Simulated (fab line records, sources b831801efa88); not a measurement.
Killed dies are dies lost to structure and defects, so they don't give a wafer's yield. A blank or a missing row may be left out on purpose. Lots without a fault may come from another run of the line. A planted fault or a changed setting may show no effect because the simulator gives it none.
A struck lot beside a sound one | flow sfq_line | 41 steps out of a route of 325
Sound: wafers L981.2, L981.5, L981.6. Struck: wafers L990.4, L990.5. (L990.3 of the same lot was not struck and is left out.) The cause comes at the end.
At each step with rows: each side's tool, then ch and its chambers, then its first start. Under that, the readings that differ: sound wafers | struck wafers | difference of the means | sigmas: that difference in standard deviations of wafers without a fault.
alike: readings whose means differ by less than 2 such deviations, and words and numbers that are the same on both sides. not compared: withheld readings, readings that some wafer has no value for, bounds like >300 that may hide the same value, and numbers for which the record gives no deviation and whose values overlap.
The two part at a step that has a row with sigmas, a row that says differs or no value, or rows on one side only. Numbers that don't overlap but have no deviation are shown without sigmas and don't part them. A reading that every wafer of one side lacks parts them only if that side has two wafers or more.

first, 6 steps without rows for these wafers: SFQ_TRILAYER_I3_VIA_LITHO_COAT_090 (resist thk 62 nm); SFQ_TRILAYER_I3_VIA_LITHO_COAT_085 (resist thk 650 nm); SFQ_TRILAYER_I3_VIA_LITHO_SOFTBAKE_089; SFQ_TRILAYER_I3_VIA_LITHO_EXPOSE_086 (exposes mask I3, target cd 500 nm); SFQ_TRILAYER_I3_VIA_LITHO_PEB_088 (peb time 60 s); SFQ_TRILAYER_I3_VIA_LITHO_DEVELOP_087 (time 60 s).
SFQ_I3_OVL_MEAS_923:
  sound on overlay-02, day 50 03:23; struck on overlay-01, day 50 23:55
  alike: I3_OVL
SFQ_TRILAYER_I3_VIA_BARC_OPEN_VIA_ETCH_121: etches BARC in O2, target depth 125 nm, time 41.7 s.
  sound on rie_diel-02 ch 0,2,3, day 50 03:25; struck on rie_diel-02 ch 0,2, day 50 23:56
  alike: drypump_motor_current_A, oes_product_au
  not compared: rf_hours_counter_h
then, 4 steps without rows for these wafers: SFQ_TRILAYER_I3_VIA_ETCH_VIA_ETCH_088 (etches SiO2 in CHF3, stops on Nb, target depth 260 nm); SFQ_TRILAYER_I3_VIA_STRIP_STRIP_089 (strips in O2); SFQ_TRILAYER_I3_VIA_STRIP_SOLV_CLEAN_090 (cleans in NMP, time 600 s); SFQ_TRILAYER_M4_DEP_PRE_CLEAN_092 (time 22.5 s).
SFQ_TRILAYER_M4_DEP_SPUTTER_091: material Nb, target thk 200 nm, time 133.3 s.
  sound on pvd_sputter-06, day 50 04:22; struck on pvd_sputter-06, day 51 00:53
  reading                                             | sound             | struck      | difference | sigmas
  model.Nb_of_TRILAYER_M4_DEP_SPUTTER_091.thk_nm (nm) | 197.6 197.6 195.7 | 351.2 349.3 | +153.3     |
  alike: throttle_valve_pct
SFQ_M4_RS_MEAS_924: measures by four-point-probe.
  sound on film_metro-02, day 50 04:29; struck on film_metro-02, day 51 01:18
  reading           | sound             | struck      | difference | sigmas
  M4_NB_RS (ohm/sq) | 0.902 0.901 0.910 | 0.504 0.507 | -0.399     | -36
  not compared: hold
then, 5 steps without rows for these wafers: SFQ_TRILAYER_M4_LITHO_COAT_093 (resist thk 600 nm); SFQ_TRILAYER_M4_LITHO_SOFTBAKE_097; SFQ_TRILAYER_M4_LITHO_EXPOSE_094 (exposes mask M4, target cd 500 nm); SFQ_TRILAYER_M4_LITHO_PEB_096 (peb time 60 s); SFQ_TRILAYER_M4_LITHO_DEVELOP_095 (time 60 s).
-- the record jumps here: 5 days lie between the struck wafers' starts before and after --
SFQ_M4_OVL_MEAS_926:
  sound on overlay-01, day 54 17:13; struck on overlay-01, day 55 18:25
  alike: M4_OVL
SFQ_TRILAYER_M4_BARC_OPEN_METAL_ETCH_123: etches BARC in O2, target depth 125 nm, time 41.7 s.
  sound on rie_metal-04 ch 0,1, day 54 17:14; struck on rie_metal-04 ch 0,1, day 55 18:28
  alike: drypump_motor_current_A, oes_product_au
  not compared: rf_hours_counter_h
SFQ_TRILAYER_M4_ETCH_METAL_ETCH_096: etches Nb in Cl2/Ar, stops on SiO2, target depth 240 nm, time 120 s.
  sound on rie_metal-04 ch 0,1, day 54 17:18; struck on rie_metal-04 ch 0,1, day 55 18:32
  reading               | sound             | struck      | difference | sigmas
  oes_product_au (a.u.) | 0.887 0.879 0.875 | 1.003 1.011 | +0.127     | +15
  alike: drypump_motor_current_A
  not compared: rf_hours_counter_h
then, 2 steps without rows for these wafers: SFQ_TRILAYER_M4_STRIP_STRIP_097 (strips in O2); SFQ_TRILAYER_M4_STRIP_SOLV_CLEAN_098 (cleans in NMP, time 600 s).
SFQ_TRILAYER_I4_DEP_PECVD_099: deposits SiO2 from SiH4/N2O, time 111.11 s, target thk 500 nm.
  sound on pecvd-04 ch 0,1, day 54 18:12; struck on pecvd-02 ch 1,2, day 55 19:24
  alike: heater_power_w, throttle_valve_pct
  not compared: since_wet_clean_h
then, 1 step without rows for these wafers: SFQ_TRILAYER_I4_CMP_CMP_100 (polishes SiO2).
SFQ_I4_BOW_MEAS_927:
  sound on film_metro-03, day 55 22:10; struck on film_metro-03, day 56 18:16
  alike: I4_BOW
SFQ_TRILAYER_I4_METRO_MEASURE_101:
  sound on film_metro-03, day 55 22:28; struck on film_metro-03, day 56 18:44
  alike: thk_nm
then, 6 steps without rows for these wafers: SFQ_TRILAYER_I4_VIA_LITHO_COAT_108 (resist thk 62 nm); SFQ_TRILAYER_I4_VIA_LITHO_COAT_103 (resist thk 650 nm); SFQ_TRILAYER_I4_VIA_LITHO_SOFTBAKE_107; SFQ_TRILAYER_I4_VIA_LITHO_EXPOSE_104 (exposes mask I4, target cd 700 nm); SFQ_TRILAYER_I4_VIA_LITHO_PEB_106 (peb time 60 s); SFQ_TRILAYER_I4_VIA_LITHO_DEVELOP_105 (time 60 s).
SFQ_I4_OVL_MEAS_928:
  sound on overlay-02, day 56 03:52; struck on overlay-01, day 57 04:51
  alike: I4_OVL
then, 1 step without rows for these wafers: SFQ_TRILAYER_I4_VIA_BARC_OPEN_VIA_ETCH_146 (etches BARC in O2, target depth 125 nm, time 41.7 s).
SFQ_TRILAYER_I4_VIA_ETCH_VIA_ETCH_106: etches SiO2 in CHF3, stops on Nb, target depth 260 nm.
  sound on rie_diel-01 ch 1,2,3, day 56 03:56; struck on rie_diel-01 ch 0,2, day 57 04:55
  alike: drypump_motor_current_A, oes_product_au
then, 3 steps without rows for these wafers: SFQ_TRILAYER_I4_VIA_STRIP_STRIP_107 (strips in O2); SFQ_TRILAYER_I4_VIA_STRIP_SOLV_CLEAN_108 (cleans in NMP, time 600 s); SFQ_TRILAYER_JJ_TRILAYER_DEP_PRE_CLEAN_113 (time 22.5 s).
-- the record jumps here: 33 days lie between the struck wafers' starts before and after --
SFQ_M8_BOW_MEAS_951:
  sound on film_metro-01, day 88 02:04; struck on film_metro-03, day 89 23:12
  reading                       | sound                | struck      | difference | sigmas
  model.etest.m4.comb_log10_ohm | 12 12 12             | 0 0         | -12        |
  model.etest.m4.ohm_sq         | 0.9014 0.9015 0.9104 | 0.5072 0.51 | -0.3958    |
  alike: M8_BOW

WHERE THEY PART
First at SFQ_M4_RS_MEAS_924; last, within this record, at SFQ_TRILAYER_M4_ETCH_METAL_ETCH_096. Later steps at which nothing parts them and some readings are alike: SFQ_TRILAYER_I4_DEP_PECVD_099, SFQ_I4_BOW_MEAS_927, SFQ_TRILAYER_I4_METRO_MEASURE_101, SFQ_I4_OVL_MEAS_928, SFQ_TRILAYER_I4_VIA_ETCH_VIA_ETCH_106, SFQ_M8_BOW_MEAS_951.

WHY: what the simulator had put in
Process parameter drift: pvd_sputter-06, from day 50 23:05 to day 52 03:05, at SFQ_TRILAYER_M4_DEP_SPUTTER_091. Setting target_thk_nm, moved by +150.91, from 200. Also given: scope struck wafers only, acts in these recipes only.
